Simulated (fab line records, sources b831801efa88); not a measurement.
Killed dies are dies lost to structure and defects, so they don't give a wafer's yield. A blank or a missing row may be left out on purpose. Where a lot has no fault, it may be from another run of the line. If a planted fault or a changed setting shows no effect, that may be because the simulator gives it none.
fab line records + flow sky130
[record]
- lots = 12
- wafers = 36
- last-day = 50
route steps=708 shown NWELL@77 VT_ADJUST_LVTN@115 VT_ADJUST_PCH@150 POLY_GATE@232
lots that met no fault: taken from a fault-free run of the same line
start-h: start of the lot's first displayed wafer, in hours after the record's first day + wait-h: how many hours have passed since the lot's step before this one + " identical to the entry in the row above + L1.1+2: a single row standing in for several wafers + - value missing, or start not given + * or withheld: withheld + < > ~ a bound
route shown NAME@n: names a module that has steps shown in the file, with the first one's number in the route + usual: the fault-free wafers' mean and standard deviation + same: alike in all rows + chamber/n: place in a boat + sites: the reading at each site + _std_site: standard deviation of those values + _edge_site: the outer-site mean with the inner-site mean subtracted + radius-mm: for every site, how far away it sits from the centre of the wafer + mask NAME#n: copy n + behind: the tool/chamber that last shaped the wafer + hold: why the lot was held/for how many hours/how that ended + device: the transistor (n, p or np) that didn't switch + end of line: at the end of the route, the tests of the same wafers + for a step that has no rows: nothing shown but its recipe + killed: the dies lost at the first sort to structure and to defects; this is not the yield of the wafer + map: per-die view of a wafer (x killed, . not killed, _ where there is no die)
set.NAME: setting as actually run; set.NAME@STEP: the setting as run at that earlier step + model.NAME: the simulator's own value behind a step, which no gauge read
a sample of lots followed through the steps of the route, with each step as a table and each wafer as a row
services: the hour from which a tool's chamber was out of use, counted from the record's first day as start-h (under 0 if before that day), plus the number of hours and why
[[steps]]
[step SKY_NWELL_IMPLANT_24]
[recipe]
- species = B
- energy-kev = 137.9
- dose-cm2 = 9.2e+12
- tilt-deg = withheld
[usual]
- beam-energy-keV = 137.89/0.041
- dose-ions-cm2 = 9.201e+12/9.6e+09
- faraday-current-uA = 51.9/1
| lot.wafer | tool         | chamber | start-h | wait-h | beam-energy-keV | dose-ions-cm2 | faraday-current-uA |
|-----------|--------------|---------|---------|--------|-----------------|---------------|--------------------|
| L404.1    | implanter-01 | 0       | 104.60  | 0.0    | 137.91          | 9.207e+12     | 52.5               |
| L404.2    | "            | 0       | "       | "      | 137.91          | 9.214e+12     | 51.4               |
| L404.6    | "            | 0       | "       | "      | 137.88          | 9.203e+12     | 51.7               |
| L406.1    | implanter-01 | 0       | 115.73  | 0.0    | 137.85          | 9.204e+12     | 52.2               |
| L406.3    | "            | 0       | "       | "      | 137.94          | 9.218e+12     | 49.1               |
| L406.4    | "            | 0       | "       | "      | 137.89          | 9.219e+12     | 53.9               |
| L407.1    | implanter-01 | 0       | 123.50  | 0.0    | 137.93          | 9.195e+12     | 51.5               |
| L407.2    | "            | 0       | "       | "      | 137.88          | 9.203e+12     | 52.6               |
| L407.6    | "            | 0       | "       | "      | 137.90          | 9.206e+12     | 53.4               |
| L409.1    | implanter-03 | 0       | 133.95  | 0.0    | 137.92          | 9.216e+12     | 54.7               |
| L409.3    | "            | 0       | "       | "      | 137.89          | 9.193e+12     | 53.2               |
| L409.6    | "            | 0       | "       | "      | 137.88          | 9.212e+12     | 51.4               |
| L411.2    | implanter-04 | 0       | 147.49  | 0.0    | 137.87          | 9.202e+12     | 55.0               |
| L411.3    | "            | 0       | "       | "      | 137.86          | 9.207e+12     | 51.4               |
| L411.4    | "            | 0       | "       | "      | 137.89          | 9.203e+12     | 52.3               |
| L412.1    | implanter-03 | 0       | 149.40  | 0.0    | 137.84          | 9.19e+12      | 51.4               |
| L412.2    | "            | 0       | "       | "      | 137.90          | 9.209e+12     | 52.9               |
| L412.5    | "            | 0       | "       | "      | 137.92          | 9.209e+12     | 51.4               |
| L413.1    | implanter-03 | 0       | 162.87  | 0.0    | 137.94          | 9.211e+12     | 50.9               |
| L413.2    | "            | 0       | "       | "      | 138.00          | 9.203e+12     | 51.0               |
| L413.5    | "            | 0       | "       | "      | 138.00          | 9.201e+12     | 51.4               |
| L423.4    | implanter-03 | 0       | 221.14  | 0.1    | 137.84          | 1.3307e+13    | 73.0               |
| L423.5    | "            | 0       | "       | "      | 137.84          | 1.3313e+13    | 77.2               |
| L423.6    | "            | 0       | "       | "      | 137.88          | 1.3305e+13    | 76.1               |
| L424.3    | implanter-03 | 0       | 226.76  | 0.1    | 137.92          | 1.3315e+13    | 73.5               |
| L424.4    | "            | 0       | "       | "      | 137.85          | 1.3317e+13    | 73.4               |
| L424.6    | "            | 0       | "       | "      | 137.88          | 1.3321e+13    | 75.9               |
| L425.2    | implanter-04 | 0       | 234.65  | 0.0    | 137.92          | 9.2e+12       | 51.6               |
| L425.3    | "            | 0       | "       | "      | 137.91          | 9.199e+12     | 54.0               |
| L425.6    | "            | 0       | "       | "      | 137.89          | 9.202e+12     | 53.8               |
| L426.2    | implanter-01 | 0       | 236.68  | 0.0    | 137.93          | 9.214e+12     | 51.4               |
| L426.4    | "            | 0       | "       | "      | 137.90          | 9.199e+12     | 51.1               |
| L426.6    | "            | 0       | "       | "      | 137.90          | 9.188e+12     | 51.6               |
| L427.1    | implanter-04 | 0       | 243.05  | 0.0    | 137.81          | 9.203e+12     | 51.9               |
| L427.2    | "            | 0       | "       | "      | 137.83          | 9.187e+12     | 52.8               |
| L427.6    | "            | 0       | "       | "      | 137.90          | 9.19e+12      | 51.7               |
[step SKY_NWELL_TW_MEAS_26]
[usual]
- NWELL_2_TW = 495/3.5
| lot.wafer | tool          | chamber | start-h | wait-h | hold                     | NWELL_2_TW |
|-----------|---------------|---------|---------|--------|--------------------------|------------|
| L404.1    | film-metro-02 | -       | 104.85  | 0.1    | -                        | 499        |
| L404.2    | "             | -       | "       | "      | -                        | 499        |
| L404.6    | "             | -       | "       | "      | -                        | 500        |
| L406.1    | film-metro-01 | -       | 115.98  | 0.1    | -                        | 495        |
| L406.3    | "             | -       | "       | "      | -                        | 497        |
| L406.4    | "             | -       | "       | "      | -                        | 500        |
| L407.1    | film-metro-01 | -       | 123.75  | 0.1    | -                        | 496        |
| L407.2    | "             | -       | "       | "      | -                        | 494        |
| L407.6    | "             | -       | "       | "      | -                        | 495        |
| L409.1    | film-metro-02 | -       | 134.20  | 0.1    | -                        | 497        |
| L409.3    | "             | -       | "       | "      | -                        | 496        |
| L409.6    | "             | -       | "       | "      | -                        | 497        |
| L411.2    | film-metro-02 | -       | 147.72  | 0.1    | -                        | 497        |
| L411.3    | "             | -       | "       | "      | -                        | 496        |
| L411.4    | "             | -       | "       | "      | -                        | 501        |
| L412.1    | film-metro-03 | -       | 149.65  | 0.1    | -                        | 491        |
| L412.2    | "             | -       | "       | "      | -                        | 492        |
| L412.5    | "             | -       | "       | "      | -                        | 494        |
| L413.1    | film-metro-01 | -       | 163.12  | 0.1    | -                        | 495        |
| L413.2    | "             | -       | "       | "      | -                        | 494        |
| L413.5    | "             | -       | "       | "      | -                        | 496        |
| L423.4    | film-metro-03 | -       | 221.34  | 0.1    | await-dispo/0.2h/release | 552        |
| L423.5    | "             | -       | "       | "      | await-dispo/0.2h/release | 549        |
| L423.6    | "             | -       | "       | "      | await-dispo/0.2h/release | 552        |
| L423.4    | film-metro-03 | -       | 221.57  | 0.2    | -                        | 555        |
| L423.5    | "             | -       | "       | "      | -                        | 549        |
| L423.6    | "             | -       | "       | "      | -                        | 553        |
| L424.3    | film-metro-02 | -       | 226.98  | 0.1    | await-dispo/0.2h/release | 552        |
| L424.4    | "             | -       | "       | "      | await-dispo/0.2h/release | 555        |
| L424.6    | "             | -       | "       | "      | await-dispo/0.2h/release | 556        |
| L424.3    | film-metro-02 | -       | 227.21  | 0.2    | -                        | 556        |
| L424.4    | "             | -       | "       | "      | -                        | 554        |
| L424.6    | "             | -       | "       | "      | -                        | 554        |
| L425.2    | film-metro-03 | -       | 234.88  | 0.1    | -                        | 491        |
| L425.3    | "             | -       | "       | "      | -                        | 492        |
| L425.6    | "             | -       | "       | "      | -                        | 492        |
| L426.2    | film-metro-02 | -       | 236.91  | 0.1    | -                        | 494        |
| L426.4    | "             | -       | "       | "      | -                        | 495        |
| L426.6    | "             | -       | "       | "      | -                        | 497        |
| L427.1    | film-metro-02 | -       | 243.30  | 0.1    | -                        | 497        |
| L427.2    | "             | -       | "       | "      | -                        | 499        |
| L427.6    | "             | -       | "       | "      | -                        | 498        |
[step SKY_VT_ADJUST_LVTN_OVL_MEAS_18]
[usual]
- VT_ADJUST_LVTN_01_OVL = 0.1/1.4
| lot.wafer | tool       | chamber | start-h | wait-h | VT_ADJUST_LVTN_01_OVL[nm] |
|-----------|------------|---------|---------|--------|---------------------------|
| L404.1    | overlay-01 | -       | 163.08  | 0.1    | -1.5                      |
| L404.2    | "          | -       | "       | "      | -0.7                      |
| L404.6    | "          | -       | "       | "      | -0.9                      |
| L406.1    | overlay-02 | -       | 176.03  | 0.1    | 1.1                       |
| L406.3    | "          | -       | "       | "      | 1.4                       |
| L406.4    | "          | -       | "       | "      | 0.7                       |
| L407.1    | overlay-02 | -       | 184.29  | 0.1    | 2.1                       |
| L407.2    | "          | -       | "       | "      | 1.9                       |
| L407.6    | "          | -       | "       | "      | 1.3                       |
| L409.1    | overlay-01 | -       | 194.79  | 0.1    | -0.2                      |
| L409.3    | "          | -       | "       | "      | -0.3                      |
| L409.6    | "          | -       | "       | "      | -0.2                      |
| L411.2    | overlay-01 | -       | 210.34  | 0.1    | -0.4                      |
| L411.3    | "          | -       | "       | "      | -0.7                      |
| L411.4    | "          | -       | "       | "      | -1.0                      |
| L412.1    | overlay-02 | -       | 214.54  | 0.1    | 3.2                       |
| L412.2    | "          | -       | "       | "      | 2.2                       |
| L412.5    | "          | -       | "       | "      | 1.9                       |
| L413.1    | overlay-01 | -       | 227.58  | 0.1    | -2.5                      |
| L413.2    | "          | -       | "       | "      | -0.6                      |
| L413.5    | "          | -       | "       | "      | -2.8                      |
| L423.4    | overlay-02 | -       | 296.10  | 0.1    | 1.1                       |
| L423.5    | "          | -       | "       | "      | -0.2                      |
| L423.6    | "          | -       | "       | "      | 1.5                       |
| L424.3    | overlay-01 | -       | 300.65  | 0.1    | 0.6                       |
| L424.4    | "          | -       | "       | "      | 1.5                       |
| L424.6    | "          | -       | "       | "      | 2.3                       |
| L425.2    | overlay-01 | -       | 308.89  | 0.1    | 1.2                       |
| L425.3    | "          | -       | "       | "      | 0.8                       |
| L425.6    | "          | -       | "       | "      | 1.2                       |
| L426.2    | overlay-01 | -       | 312.03  | 0.1    | -0.1                      |
| L426.4    | "          | -       | "       | "      | 0.2                       |
| L426.6    | "          | -       | "       | "      | 0.5                       |
| L427.1    | overlay-01 | -       | 318.83  | 0.1    | -0.1                      |
| L427.2    | "          | -       | "       | "      | 1.6                       |
| L427.6    | "          | -       | "       | "      | -1.9                      |
[step SKY_VT_ADJUST_PCH_OVL_MEAS_07]
[usual]
- VT_ADJUST_PCH_OVL = 0.4/1.4
| lot.wafer | tool       | chamber | start-h | wait-h | VT_ADJUST_PCH_OVL[nm] |
|-----------|------------|---------|---------|--------|-----------------------|
| L404.1    | overlay-01 | -       | 228.04  | -      | -0.9                  |
| L404.2    | "          | -       | "       | "      | 0.2                   |
| L404.6    | "          | -       | "       | "      | 0.8                   |
| L406.1    | overlay-01 | -       | 241.78  | -      | -0.3                  |
| L406.3    | "          | -       | "       | "      | -0.2                  |
| L406.4    | "          | -       | "       | "      | -1.3                  |
| L407.1    | overlay-01 | -       | 251.39  | -      | -1.4                  |
| L407.2    | "          | -       | "       | "      | -1.4                  |
| L407.6    | "          | -       | "       | "      | -0.7                  |
| L409.1    | overlay-01 | -       | 265.42  | -      | -0.9                  |
| L409.3    | "          | -       | "       | "      | -0.2                  |
| L409.6    | "          | -       | "       | "      | -0.9                  |
| L411.2    | overlay-01 | -       | 281.93  | -      | 0.5                   |
| L411.3    | "          | -       | "       | "      | 0.1                   |
| L411.4    | "          | -       | "       | "      | -0.3                  |
| L412.1    | overlay-01 | -       | 287.24  | -      | 1.5                   |
| L412.2    | "          | -       | "       | "      | 1.9                   |
| L412.5    | "          | -       | "       | "      | 0.9                   |
| L413.1    | overlay-01 | -       | 301.28  | -      | 0.2                   |
| L413.2    | "          | -       | "       | "      | -0.6                  |
| L413.5    | "          | -       | "       | "      | 0.4                   |
| L423.4    | overlay-01 | -       | 377.61  | -      | 0.2                   |
| L423.5    | "          | -       | "       | "      | 0.1                   |
| L423.6    | "          | -       | "       | "      | 1.8                   |
| L424.3    | overlay-02 | -       | 383.67  | -      | 0.2                   |
| L424.4    | "          | -       | "       | "      | 0.5                   |
| L424.6    | "          | -       | "       | "      | -1.5                  |
| L425.2    | overlay-02 | -       | 392.82  | -      | 1.9                   |
| L425.3    | "          | -       | "       | "      | 2.6                   |
| L425.6    | "          | -       | "       | "      | 2.5                   |
| L426.2    | overlay-01 | -       | 395.83  | -      | -0.9                  |
| L426.4    | "          | -       | "       | "      | 0.0                   |
| L426.6    | "          | -       | "       | "      | -0.8                  |
| L427.1    | overlay-01 | -       | 402.78  | -      | 1.6                   |
| L427.2    | "          | -       | "       | "      | 0.6                   |
| L427.6    | "          | -       | "       | "      | 0.7                   |
[step SKY_POLY_GATE_STRIP_18]
[recipe]
- chemistry = O2/N2
- power-w = 1400
- pressure-mtorr = 1500
- platen-temp-c = withheld
- o2-flow-sccm = 3000
- n2-flow-sccm = 300
- overash-fraction = 0.5
[usual]
- drypump-motor-current-A = 5.5/0.36
- oes-product-au = 0.361/0.005
- strip-time-to-endpoint-s = 3.17/0.051
| lot.wafer | tool            | chamber | start-h | wait-h | drypump-motor-current-A | oes-product-au | rf-hours-counter-h | strip-time-to-endpoint-s |
|-----------|-----------------|---------|---------|--------|-------------------------|----------------|--------------------|--------------------------|
| L404.1    | plasma-asher-03 | 0       | 371.08  | 0.0    | 5.7                     | 0.360          | 25                 | 3.17                     |
| L404.2    | "               | 1       | "       | "      | 6.1                     | 0.365          | 25                 | 3.22                     |
| L404.6    | "               | 0       | "       | "      | 5.7                     | 0.360          | -                  | 3.18                     |
| L406.1    | plasma-asher-02 | 0       | 390.27  | 0.0    | 5.1                     | 0.365          | 69                 | 3.14                     |
| L406.3    | "               | 1       | "       | "      | 5.9                     | 0.367          | -                  | 3.14                     |
| L406.4    | "               | 0       | "       | "      | 5.1                     | 0.367          | -                  | 3.13                     |
| L407.1    | plasma-asher-04 | 0       | 400.53  | 0.0    | 5.1                     | 0.349          | 60                 | 3.17                     |
| L407.2    | "               | 1       | "       | "      | 5.7                     | 0.362          | 60                 | 3.16                     |
| L407.6    | "               | 0       | "       | "      | 5.1                     | 0.358          | -                  | 3.15                     |
| L409.1    | plasma-asher-04 | 0       | 419.27  | 0.0    | 5.1                     | 0.372          | 61                 | 3.28                     |
| L409.3    | "               | 1       | "       | "      | 5.7                     | 0.360          | -                  | 3.25                     |
| L409.6    | "               | 1       | "       | "      | 5.6                     | 0.367          | -                  | 3.28                     |
| L411.2    | plasma-asher-03 | 0       | 431.97  | 0.0    | 5.7                     | 0.366          | 31                 | 3.19                     |
| L411.3    | "               | 1       | "       | "      | 6.1                     | 0.357          | -                  | 3.22                     |
| L411.4    | "               | 0       | "       | "      | 5.7                     | 0.358          | -                  | 3.07                     |
| L412.1    | plasma-asher-03 | 0       | 465.78  | 0.0    | 5.7                     | 0.365          | 34                 | 3.20                     |
| L412.2    | "               | 1       | "       | "      | 6.1                     | 0.358          | 34                 | 3.10                     |
| L412.5    | "               | 1       | "       | "      | 6.1                     | 0.363          | -                  | 3.18                     |
| L413.1    | plasma-asher-04 | 1       | 465.90  | 0.0    | 5.6                     | 0.359          | 66                 | 3.17                     |
| L413.2    | "               | 0       | "       | "      | 5.1                     | 0.362          | 66                 | 3.21                     |
| L413.5    | "               | 1       | "       | "      | 5.6                     | 0.363          | -                  | 3.30                     |
| L423.4    | plasma-asher-04 | 1       | 540.41  | 0.0    | 5.7                     | 0.366          | -                  | 3.14                     |
| L423.5    | "               | 0       | "       | "      | 5.1                     | 0.360          | -                  | 3.18                     |
| L423.6    | "               | 1       | "       | "      | 5.6                     | 0.359          | -                  | 3.17                     |
| L424.3    | plasma-asher-02 | 0       | 546.25  | 0.1    | 5.1                     | 0.358          | -                  | 3.08                     |
| L424.4    | "               | 1       | "       | "      | 5.9                     | 0.367          | -                  | 3.13                     |
| L424.6    | "               | 0       | "       | "      | 5.1                     | 0.357          | -                  | 3.10                     |
| L425.2    | plasma-asher-02 | 0       | 557.57  | 0.0    | 5.2                     | 0.352          | 86                 | 3.21                     |
| L425.3    | "               | 0       | "       | "      | 5.1                     | 0.360          | -                  | 3.16                     |
| L425.6    | "               | 1       | "       | "      | 5.9                     | 0.356          | -                  | 3.17                     |
| L427.1    | plasma-asher-03 | 0       | 567.73  | 0.0    | 5.7                     | 0.349          | 44                 | 3.17                     |
| L427.2    | "               | 1       | "       | "      | 6.1                     | 0.367          | 44                 | 3.20                     |
| L427.6    | "               | 1       | "       | "      | 6.1                     | 0.365          | -                  | 3.18                     |
| L426.2    | plasma-asher-04 | 1       | 567.78  | 0.0    | 5.7                     | 0.361          | 77                 | 3.13                     |
| L426.4    | "               | 1       | "       | "      | 5.6                     | 0.360          | -                  | 3.17                     |
| L426.6    | "               | 1       | "       | "      | 5.6                     | 0.357          | -                  | 3.12                     |
[[services]]
| tool            | chamber | start-h | hours | kind   |
|-----------------|---------|---------|-------|--------|
| implanter-04    | -       | 85.88   | 1.2   | repair |
| plasma-asher-04 | -       | 88.64   | 0.7   | repair |
| plasma-asher-03 | -       | 104.93  | 4.3   | pm     |
| plasma-asher-03 | -       | 109.26  | 9.0   | pm     |
| plasma-asher-02 | -       | 123.66  | 3.7   | repair |
| implanter-01    | -       | 127.46  | 2.6   | pm     |
| implanter-04    | -       | 134.91  | 4.1   | repair |
| plasma-asher-03 | -       | 161.29  | 8.1   | repair |
| implanter-04    | -       | 170.52  | 3.4   | repair |
| implanter-03    | -       | 181.10  | 3.9   | pm     |
| plasma-asher-04 | -       | 210.57  | 2.8   | pm     |
| implanter-01    | -       | 213.21  | 3.8   | repair |
| implanter-03    | -       | 230.54  | 2.4   | pm     |
| implanter-03    | -       | 254.38  | 1.3   | repair |
| implanter-01    | -       | 269.16  | 10.2  | repair |
| implanter-03    | -       | 269.62  | 3.2   | repair |
| implanter-03    | -       | 354.84  | 5.7   | repair |
| plasma-asher-04 | -       | 370.96  | 1.8   | repair |
| implanter-01    | -       | 375.27  | 2.4   | repair |
| plasma-asher-03 | -       | 389.07  | 4.5   | repair |
| implanter-03    | -       | 428.73  | 1.7   | repair |
| implanter-03    | -       | 429.64  | 2.8   | repair |
| implanter-03    | -       | 439.08  | 2.6   | repair |
| plasma-asher-03 | -       | 501.96  | 0.7   | repair |
[[key]]
[first-sign]
- step = SKY_NWELL_IMPLANT_24
- reading = dose-ions-cm2
- direction = up
- sigmas = 99+
- usual = *
- struck = *
[effect]
- step = SKY_NWELL_IMPLANT_24
- reading = faraday-current-uA
- direction = up
- sigmas = 23
- usual = 51.9
- struck = 74.8
[effect]
- step = SKY_NWELL_TW_MEAS_26
- reading = visit
- direction = added
[effect]
- step = SKY_NWELL_TW_MEAS_26
- reading = NWELL_2_TW
- direction = up
- sigmas = 16
- usual = 495
- struck = 553
met-at SKY_NWELL_IMPLANT_24
struck-lots L423,L424
tester-left-out L423,L424
not-acting-at SKY_VT_ADJUST_LVTN_OVL_MEAS_18,SKY_VT_ADJUST_PCH_OVL_MEAS_07,SKY_POLY_GATE_STRIP_18
onset-between 162.87 221.14
[fault]
- kind = process-parameter-drift
- tool = implanter-03
- chamber = -
- onset-h = 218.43
- steps = SKY_NWELL_IMPLANT_24
- channel = dose-cm2
- offset = *
- shape = step
- end-h = 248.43
- acts-in = *
- stated = *
// tester-left-out: of these lots the tester's yield and bins aren't shown, on N5 and GAA mostly nor the transistor test; their killed dies are dies lost to structure and defects alone, not to doping, threshold or leakage, so they don't give the yield
